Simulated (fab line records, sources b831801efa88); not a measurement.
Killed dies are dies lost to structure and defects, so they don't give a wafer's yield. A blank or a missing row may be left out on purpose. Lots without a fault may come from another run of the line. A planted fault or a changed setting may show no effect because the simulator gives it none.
One fault seen from 2 desks | flow sfq_line | each desk has only its own numbers; what lay behind them comes last

THE METROLOGY DESK
What the gauges read, lot by lot, whatever tool the lot ran on: means of the sampled wafers that have a number. A lot is out of limits, marked OUT, if its mean lies more than 4 standard deviations from the usual mean; the brackets give that distance.
Columns: A = R5_MONX_RS at SFQ_R5_RS_MEAS_933, usual 7.10 ohm/sq; B = R5_MONX_THK at SFQ_R5_THK_MEAS_934, usual 40.1 nm; C = R5_OVL at SFQ_R5_OVL_MEAS_935, usual 1 nm
lot  | first seen here | A    | B    | C
L511 | day 69 03:04    | 7.07 | 40.2 | 0
L512 | day 69 06:02    | 7.23 | 39.2 | 11
L513 | day 69 12:04    | 7.02 | 40.8 | -4
L514 | day 69 23:31    | 7.07 | 40.3 | 4
L524 | day 73 16:48    | 7.04 | 40.5 | 4
L525 | day 74 01:01    | 7.10 | 40.2 | -2
This desk's finding: nothing out of limits on any of the 6 lots.

THE TOOL OWNER'S DESK: rie_metal-03
The tool's own readings at SFQ_TRILAYER_R5_BARC_OPEN_METAL_ETCH_177 (etches BARC in O2, target depth 125 nm, time 41.7 s): means of the sampled wafers that have a number, for each lot that ran on this tool. A lot is out of limits, marked OUT, if its mean lies more than 4 standard deviations from the usual mean; the brackets give that distance.
Columns: A = drypump_motor_current_A at SFQ_TRILAYER_R5_BARC_OPEN_METAL_ETCH_177, usual 5.7 A; B = he_backside_leak_sccm at SFQ_TRILAYER_R5_BARC_OPEN_METAL_ETCH_177, usual 3.4 sccm; C = oes_product_au at SFQ_TRILAYER_R5_BARC_OPEN_METAL_ETCH_177, usual 0.685 a.u.
lot  | first seen here | A   | B   | C
L511 | day 69 11:31    | 5.4 | 3.4 | 0.680
L513 | day 69 17:31    | 5.9 | 4.4 | 0.679
L524 | day 77 08:20    | 5.4 | 3.4 | 0.684
This desk's finding: nothing out of limits on any of the 3 lots.

PUT TOGETHER
The metrology desk saw nothing out of limits.
The tool owner's desk saw nothing out of limits.

WHAT THE SIMULATOR HAD PUT IN
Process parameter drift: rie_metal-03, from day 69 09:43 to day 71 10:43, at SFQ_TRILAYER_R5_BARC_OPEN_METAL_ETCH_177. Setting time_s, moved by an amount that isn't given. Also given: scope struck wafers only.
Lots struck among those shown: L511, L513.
